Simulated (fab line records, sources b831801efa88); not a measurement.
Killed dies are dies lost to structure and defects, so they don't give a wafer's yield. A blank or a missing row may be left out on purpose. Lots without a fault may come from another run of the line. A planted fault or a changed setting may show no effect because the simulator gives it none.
A struck lot beside a sound one | flow sky130 | 34 steps out of a route of 708
Sound: wafers L247.1, L247.4, L247.6. Struck: wafers L251.1, L251.3, L251.5. The cause comes at the end.
At each step with rows: each side's tool, then ch and its chambers, then its first start. Under that, the readings that differ: sound wafers | struck wafers | difference of the means | sigmas: that difference in standard deviations of wafers without a fault.
alike: readings whose means differ by less than 2 such deviations, and words and numbers that are the same on both sides. not compared: withheld readings, readings that some wafer has no value for, bounds like >300 that may hide the same value, and numbers for which the record gives no deviation and whose values overlap.
The two part at a step that has a row with sigmas, a row that says differs or no value, or rows on one side only. Numbers that don't overlap but have no deviation are shown without sigmas and don't part them. A reading that every wafer of one side lacks parts them only if that side has two wafers or more.

SKY_SD_P_CD_MEAS_07: target cd 380 nm.
  sound on cd_sem-02, day 25 06:17; struck on cd_sem-01, day 28 03:38
  alike: cd_nm
SKY_SD_P_OVL_MEAS_08:
  sound on overlay-02, day 25 06:24; struck on overlay-01, day 28 03:46
  alike: SD_P_OVL
then, 1 step without rows for these wafers: SKY_SD_P_IMPLANT_09.
SKY_SD_P_STRIP_10: strips in O2/N2.
  sound on plasma_asher-01 ch 0,1, day 25 06:35; struck on plasma_asher-01 ch 0,1, day 28 03:57
  alike: drypump_motor_current_A, n2_flow_sccm, oes_product_au, strip_time_to_endpoint_s
  not compared: rf_hours_counter_h
SKY_SD_P_TW_MEAS_11:
  sound on film_metro-01, day 25 06:41; struck on film_metro-04, day 28 04:03
  alike: SD_P_TW
then, 7 steps without rows for these wafers: SKY_RES_XHIGH_DEHYDRATE_00 (time 60 s); SKY_RES_XHIGH_HMDS_01 (prime time 60 s); SKY_RES_XHIGH_COAT_02 (resist thk 1140 nm); SKY_RES_XHIGH_SOFTBAKE_03 (time 60 s); SKY_RES_XHIGH_EXPOSE_04 (exposes mask URPM, target cd 1270 nm); SKY_RES_XHIGH_PEB_05; SKY_RES_XHIGH_DEVELOP_06 (develop time 60 s).
SKY_RES_XHIGH_IMPLANT_07:
  sound on implanter-04 ch 0, day 26 11:58; struck on implanter-03 ch 0, day 29 07:56
  reading       | sound                         | struck                        | difference | sigmas
  dose_ions_cm2 | 3.599e+14 3.602e+14 3.605e+14 | 3.814e+14 3.818e+14 3.814e+14 | +2.133e+13 | +52
SKY_RES_XHIGH_STRIP_08: strips in O2/N2.
  sound on plasma_asher-02 ch 0,1, day 26 12:07; struck on plasma_asher-01 ch 0,1, day 29 08:05
  alike: drypump_motor_current_A, n2_flow_sccm, oes_product_au, strip_time_to_endpoint_s
  not compared: rf_hours_counter_h
SKY_RES_XHIGH_TW_MEAS_09:
  sound on film_metro-02, day 26 12:13; struck on film_metro-04, day 29 08:11
  reading      | sound          | struck         | difference | sigmas
  RES_XHIGH_TW | 1649 1645 1644 | 1704 1701 1706 | +58        | +4
then, 7 steps without rows for these wafers: SKY_SD_N_DEHYDRATE_00 (time 60 s); SKY_SD_N_HMDS_01 (prime time 60 s); SKY_SD_N_COAT_02 (resist thk 1140 nm); SKY_SD_N_SOFTBAKE_03 (time 60 s); SKY_SD_N_EXPOSE_04 (exposes mask NSDM, target cd 380 nm); SKY_SD_N_PEB_05; SKY_SD_N_DEVELOP_06 (develop time 60 s).
SKY_SD_N_CD_MEAS_07: target cd 380 nm.
  sound on cd_sem-01, day 27 16:59; struck on cd_sem-02, day 30 12:05
  alike: cd_nm
SKY_SD_N_OVL_MEAS_08:
  sound on overlay-01, day 27 17:06; struck on overlay-02, day 30 12:13
  alike: SD_N_OVL
then, 2 steps without rows for these wafers: SKY_SD_N_IMPLANT_09; SKY_SD_N_IMPLANT_10.
SKY_SD_N_STRIP_11: strips in O2/N2.
  sound on plasma_asher-03 ch 0,1, day 27 17:26; struck on plasma_asher-02 ch 0,1, day 30 12:33
  reading                     | sound             | struck            | difference | sigmas
  drypump_motor_current_A (A) | 4.9 4.9 4.9       | 5.9 5.9 6.4       | +1.2       | +2
  oes_product_au (a.u.)       | 0.525 0.519 0.526 | 0.534 0.530 0.533 | +0.009     | +2
  alike: n2_flow_sccm, strip_time_to_endpoint_s
  not compared: rf_hours_counter_h
SKY_SD_N_TW_MEAS_12:
  sound on film_metro-02, day 27 17:32; struck on film_metro-04, day 30 12:39
  reading | sound          | struck         | difference | sigmas
  SD_N_TW | 4027 4034 4034 | 4114 4111 4107 | +79        | +2
then, 1 step without rows for these wafers: SKY_SD_N_CLEAN_13 (cleans in SC1/SC2, time 150 s).
SKY_SD_N_RTA_14: time 2 s.
  sound on rtp_anneal-02 ch 0, day 27 17:39; struck on rtp_anneal-01 ch 0, day 30 12:46
  alike: lamp_power_pct, wafer_temp_C_max
SKY_SD_N_RS_MEAS_16: measures by four-point-probe.
  sound on film_metro-01, day 27 17:49; struck on film_metro-01, day 30 12:56
  alike: SD_N_RS
SKY_SD_N_RS_MEAS_17: measures by four-point-probe.
  sound on film_metro-01, day 27 17:56; struck on film_metro-01, day 30 13:03
  alike: SD_P_RS
SKY_SD_N_RS_MEAS_18: measures by four-point-probe.
  sound on film_metro-01, day 27 18:04; struck on film_metro-01, day 30 13:29
  reading               | sound             | struck            | difference | sigmas
  RES_XHIGH_RS (ohm/sq) | 333.1 333.2 333.0 | 317.1 317.8 317.2 | -15.7      | -12
  not compared: hold
-- the record jumps here: 17 days lie between the struck wafers' starts before and after (it left off in module SD_N and takes up again in module PAD_OPEN, whose first step shown is number 708 of the route) --
SKY_PAD_OPEN_PROBE_99:
  sound on prober-01, day 45 13:37; struck on prober-02, day 47 16:53
  reading                              | sound          | struck         | difference | sigmas
  model.etest.res_xhigh_po.line_ohm_um | 5756 6013 5980 | 4959 4910 5046 | -945       |
  model.etest.res_xhigh_po.rs_ohm_sq   | 2007 2080 2087 | 1721 1717 1778 | -319       |
  alike: killed_at_M0_to_M3, killed_at_M4_up, killed_at_contacts, killed_at_front_end, killed_at_other, killed_dies, killed_open, killed_short

WHERE THEY PART
First at SKY_RES_XHIGH_IMPLANT_07; last, within this record, at SKY_SD_N_RS_MEAS_18. Later steps at which nothing parts them and some readings are alike: SKY_PAD_OPEN_PROBE_99.

WHY: what the simulator had put in
Process parameter drift: implanter-03, from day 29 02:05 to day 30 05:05, at SKY_RES_XHIGH_IMPLANT_07. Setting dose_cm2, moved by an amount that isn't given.
